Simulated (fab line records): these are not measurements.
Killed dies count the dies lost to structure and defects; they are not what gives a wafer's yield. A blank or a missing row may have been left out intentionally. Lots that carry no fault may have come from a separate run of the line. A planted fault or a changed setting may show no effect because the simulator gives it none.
The tool behind it: which one?    flow sky130    6 lots, 18 wafers sampled, at 2 steps of a route of 708

== WHAT THE GAUGES SHOWED, per wafer ==
SKY_LDD_P_TW_MEAS_11.
lot   measured      on             LDD_P_TW
L690  day 20 03:58  film-metro-04  639 638 640
L693  day 21 12:38  film-metro-02  624 625 627
L701  day 24 13:01  film-metro-03  627 631 629
L706  day 26 00:20  film-metro-03  781 778 784
L708  day 26 18:26  film-metro-04  635 635 639
L709  day 27 01:14  film-metro-02  626 628 628

== WHAT TOOL EACH LOT RAN ON (gives the tool, then ch and the chambers of the sampled wafers, and finally the start) ==
lot   SKY_LDD_P_IMPLANT_09
L690  implanter-01 ch 0, day 20 03:43
L693  implanter-03 ch 0, day 21 12:23
L701  implanter-03 ch 0, day 24 12:46
L706  implanter-04 ch 0, day 25 23:47
L708  implanter-01 ch 0, day 26 18:11
L709  implanter-01 ch 0, day 27 01:00
- SKY_LDD_P_IMPLANT_09

== THE ANSWER, worked out from the rows above alone ==
Rule: what is usual is taken from the lots themselves. The widest of any qualifying gaps counts: lots, ordered by their means at a reading, are off when they make up no more than a third of the lots, leave a main group of 4 or more, and stand apart from it by 3 or more times the standard deviation of that group's means. Not used: any main group whose means are identical at the precision the tables above print for the reading. Also off: a lot with no number at a reading for which 4 or more lots have one. Any other lot the step has rows for is counted as sound.
Off: at SKY_LDD_P_TW_MEAS_11 (LDD_P_TW), L706. Mean 631 and standard deviation 5.3 in the main group.
If a tool, at a process step before that reading, ran all the lots that are off and no sound lot after the first of them, it fits. Gauges at SKY_LDD_P_TW_MEAS_11: tried the same way as those tools. 2 tools fit, implanter-04 at SKY_LDD_P_IMPLANT_09 and film-metro-03 at SKY_LDD_P_TW_MEAS_11, so this cannot tell which one it is.

== WHAT HAD BEEN PUT IN BY THE SIMULATOR ==
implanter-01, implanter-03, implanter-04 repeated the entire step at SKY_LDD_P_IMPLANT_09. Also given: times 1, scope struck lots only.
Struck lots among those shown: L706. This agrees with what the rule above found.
